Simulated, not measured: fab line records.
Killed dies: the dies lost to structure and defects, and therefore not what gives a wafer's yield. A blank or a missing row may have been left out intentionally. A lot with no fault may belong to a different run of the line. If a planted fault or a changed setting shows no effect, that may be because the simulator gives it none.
One fault seen from 2 desks / flow sky130 / numbers are kept per desk, each desk with only its own; the story behind them comes last

## FROM THE METROLOGY DESK
Lot by lot, what the gauges showed, no matter which tool ran the lot: averages of those sampled wafers that carry a number. If a lot's mean is further than 4 standard deviations from the usual mean, the lot is out of limits and carries the mark OUT (the distance appears in the brackets).
Columns: A = cdNm at SKY_VT_ADJUST_HVTP_CD_MEAS_07, usual 380.1 nm; B = VT_ADJUST_HVTP_TW at SKY_VT_ADJUST_HVTP_TW_MEAS_11, usual 1357; C = LDD_LDN_OVL at SKY_LDD_LDN_OVL_MEAS_07, usual 0.1 nm
lot=L210; first seen here=day 6 03:38; A=378.5; B=1363; C=2.0
lot=L211; first seen here=day 6 07:49; A=376.5; B=1357; C=-3.5
lot=L213; first seen here=day 6 23:58; A=383.1; B=1359; C=0.3
lot=L214; first seen here=day 7 04:26; A=382.0; B=1366; C=1.5
lot=L223; first seen here=day 9 11:02; A=373.8; B=1358; C=-1.5
lot=L227; first seen here=day 10 12:08; A=379.8; B=1351; C=-0.2
lot=L228; first seen here=day 10 15:36; A=379.8; B=1346; C=0.7
lot=L229; first seen here=day 10 23:20; A=383.3; B=1349; C=0.0
lot=L230; first seen here=day 11 06:38; A=379.8; B=1366; C=-0.9
lot=L231; first seen here=day 11 12:32; A=382.9; B=1357; C=-0.7
lot=L232; first seen here=day 12 00:19; A=379.1; B=1352; C=0.3
lot=L233; first seen here=day 12 03:44; A=379.3; B=1360; C=0.8
This desk found nothing out of limits on any of the 12 lots.

## FOR THE TOOL OWNER'S DESK: rieDiel-03
The tool's own readings at SKY_VIA3_ETCH_14 (etches BARC in N2/H2, stops on SiO2, time 45.9 s, target depth 60 nm): means of the sampled wafers that have a number, for each lot that ran on this tool. If a lot's mean is further than 4 standard deviations from the usual mean, the lot is out of limits and carries the mark OUT (the distance appears in the brackets).
Columns: A = biasW at SKY_VIA3_ETCH_14, usual 99.99 W; B = drypumpMotorCurrentA at SKY_VIA3_ETCH_14, usual 5.6 A; C = oesProductAu at SKY_VIA3_ETCH_14, usual 0.856 a.u.; D = throttleValvePct at SKY_VIA3_ETCH_14, usual 13.225 %
lot=L213; first seen here=day 40 14:23; A=100.08; B=6.2; C=0.859; D=13.227
lot=L214; first seen here=day 40 18:23; A=93.39 (-24) OUT; B=5.6; C=0.855; D=13.219
lot=L228; first seen here=day 44 14:41; A=100.38; B=5.8; C=0.858; D=13.225
lot=L230; first seen here=day 45 04:20; A=99.66; B=5.9; C=0.856; D=13.219
This desk's finding: out of limits on L214; first on L214, day 40 18:23 (biasW at SKY_VIA3_ETCH_14). L213, L228, L230 stayed within limits.

## ALL TOGETHER
An alarm could have come from the tool owner's desk at day 40 18:23, on L214.
Nothing out of limits was seen by the metrology desk.
The metrology desk has L214 on record, within its limits.
The lots listed all ran SKY_VIA3_ETCH_14 on rieDiel-03.

## WHAT THE SIMULATOR HAD PUT IN
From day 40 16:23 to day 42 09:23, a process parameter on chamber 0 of rieDiel-03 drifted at SKY_VIA3_ETCH_14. A move of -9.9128 in setting biasW, from 100. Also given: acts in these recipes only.
Lots struck among those shown: L214.
Delay in hours, fault start to first out-of-limits reading, by desk: the tool owner's desk at 2.
